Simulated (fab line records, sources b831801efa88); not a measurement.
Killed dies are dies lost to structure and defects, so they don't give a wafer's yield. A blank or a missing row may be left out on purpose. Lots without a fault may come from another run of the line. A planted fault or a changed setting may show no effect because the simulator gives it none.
Tool commonality check | flow sky130 | 14 lots, 42 wafers sampled

WHY IT WAS OPENED
At SKY_VT_ADJUST_HVTR_TW_MEAS_11 the reading VT_ADJUST_HVTR_TW is flagged on 2 of 14 lots. Wafers without a fault read 211.1, standard deviation 3.
Rule: a lot is flagged when every wafer of it that has a number lies more than 4 standard deviations from that mean, or none has a number. The other lots count as sound.

lot  | measured     | on            | VT_ADJUST_HVTR_TW, wafer by wafer | flag
L278 | day 9 20:11  | film_metro-02 | 213.9 214.2 214.0                 |
L279 | day 10 01:13 | film_metro-04 | 213.8 214.0 214.1                 |
L281 | day 10 16:36 | film_metro-04 | 211.8 212.2 212.8                 |
L283 | day 11 05:32 | film_metro-02 | 215.0 216.1 214.9                 |
L284 | day 11 14:16 | film_metro-01 | 207.8 207.8 207.7                 |
L285 | day 11 21:44 | film_metro-02 | 215.3 215.0 215.3                 |
L287 | day 12 10:16 | film_metro-02 | 215.1 213.9 213.8                 |
L288 | day 12 17:34 | film_metro-01 | 207.5 207.6 207.9                 |
L289 | day 13 02:12 | film_metro-01 | 208.2 207.8 207.7                 |
L290 | day 13 07:28 | film_metro-04 | 213.3 212.2 212.1                 |
L291 | day 13 17:39 | film_metro-01 | 208.7 209.2 207.8                 |
L296 | day 15 12:28 | film_metro-02 | 214.8 215.4 215.0                 |
L297 | day 15 19:13 | film_metro-02 | 30.5 30.7 30.6                    | FLAGGED
L299 | day 16 07:39 | film_metro-04 | 30.0 30.2 30.1                    | FLAGGED
The numbers of the flagged lots are 30.4 on average: -180.8 against the usual, or -60 standard deviations.

WHICH TOOL RAN EACH LOT
The record holds 2 process steps before the reading, out of a route of 708 steps. In each cell: the tool, then ch and the chambers that the sampled wafers went through, then the start.
lot  | flag    | SKY_VT_ADJUST_LVTN_STRIP_20          | SKY_VT_ADJUST_HVTR_DEVELOP_06
L278 |         | plasma_asher-02 ch 0,1, day 8 02:04  | litho_track-03 ch 0, day 9 19:39
L279 |         | plasma_asher-03 ch 0,1, day 8 05:25  | litho_track-01 ch 0, day 10 00:40
L281 |         | plasma_asher-03 ch 0,1, day 8 21:41  | litho_track-01 ch 0, day 10 16:02
L283 |         | plasma_asher-02 ch 0,1, day 9 08:55  | litho_track-03 ch 0, day 11 04:59
L284 |         | plasma_asher-04 ch 0,1, day 9 16:36  | litho_track-01 ch 0, day 11 13:44
L285 |         | plasma_asher-02 ch 0,1, day 9 23:28  | litho_track-03 ch 0, day 11 21:11
L287 |         | plasma_asher-04 ch 0,1, day 10 10:57 | litho_track-02 ch 0, day 12 09:44
L288 |         | plasma_asher-03 ch 0,1, day 10 17:55 | litho_track-01 ch 0, day 12 17:01
L289 |         | plasma_asher-02 ch 0,1, day 11 01:10 | litho_track-01 ch 0, day 13 01:38
L290 |         | plasma_asher-02 ch 0, day 11 05:58   | litho_track-01 ch 0, day 13 06:55
L291 |         | plasma_asher-02 ch 0,1, day 11 15:27 | litho_track-03 ch 0, day 13 17:08
L296 |         | plasma_asher-02 ch 0,1, day 13 06:40 | litho_track-01 ch 0, day 15 11:41
L297 | FLAGGED | plasma_asher-02 ch 0,1, day 13 13:19 | litho_track-01 ch 0, day 15 18:40
L299 | FLAGGED | plasma_asher-04 ch 0, day 14 01:10   | litho_track-01 ch 0, day 16 07:05
What these steps do:
- SKY_VT_ADJUST_LVTN_STRIP_20: strips in O2/N2.
- SKY_VT_ADJUST_HVTR_DEVELOP_06: develop time 60 s.
- SKY_VT_ADJUST_HVTR_TW_MEAS_11

FLAGGED OVER TOTAL, TOOL BY TOOL (the gauges that took the reading come last)
step                          | tool            | lots run | flagged | share of the flagged lots | sound lots run after its first flagged lot
SKY_VT_ADJUST_LVTN_STRIP_20   | plasma_asher-02 | 8        | 1       | some                      | 0
SKY_VT_ADJUST_LVTN_STRIP_20   | plasma_asher-03 | 3        | 0       | none                      | -
SKY_VT_ADJUST_LVTN_STRIP_20   | plasma_asher-04 | 3        | 1       | some                      | 0
SKY_VT_ADJUST_HVTR_DEVELOP_06 | litho_track-01  | 9        | 2       | all                       | 0
SKY_VT_ADJUST_HVTR_DEVELOP_06 | litho_track-02  | 1        | 0       | none                      | -
SKY_VT_ADJUST_HVTR_DEVELOP_06 | litho_track-03  | 4        | 0       | none                      | -
SKY_VT_ADJUST_HVTR_TW_MEAS_11 | film_metro-01   | 4        | 0       | none                      | -
SKY_VT_ADJUST_HVTR_TW_MEAS_11 | film_metro-02   | 6        | 1       | some                      | 0
SKY_VT_ADJUST_HVTR_TW_MEAS_11 | film_metro-04   | 4        | 1       | some                      | 0

WHAT THE TABLE ALLOWS
1 row of the table ran every flagged lot: litho_track-01 at SKY_VT_ADJUST_HVTR_DEVELOP_06.
- litho_track-01 at SKY_VT_ADJUST_HVTR_DEVELOP_06: 2 of its 9 lots flagged. Its last sound lot is L296 (day 15 11:41), its first flagged lot L297 (day 15 18:40): a fault that began between those two fits.
One tool is left: litho_track-01 at SKY_VT_ADJUST_HVTR_DEVELOP_06.

WHAT THE SIMULATOR HAD PUT IN
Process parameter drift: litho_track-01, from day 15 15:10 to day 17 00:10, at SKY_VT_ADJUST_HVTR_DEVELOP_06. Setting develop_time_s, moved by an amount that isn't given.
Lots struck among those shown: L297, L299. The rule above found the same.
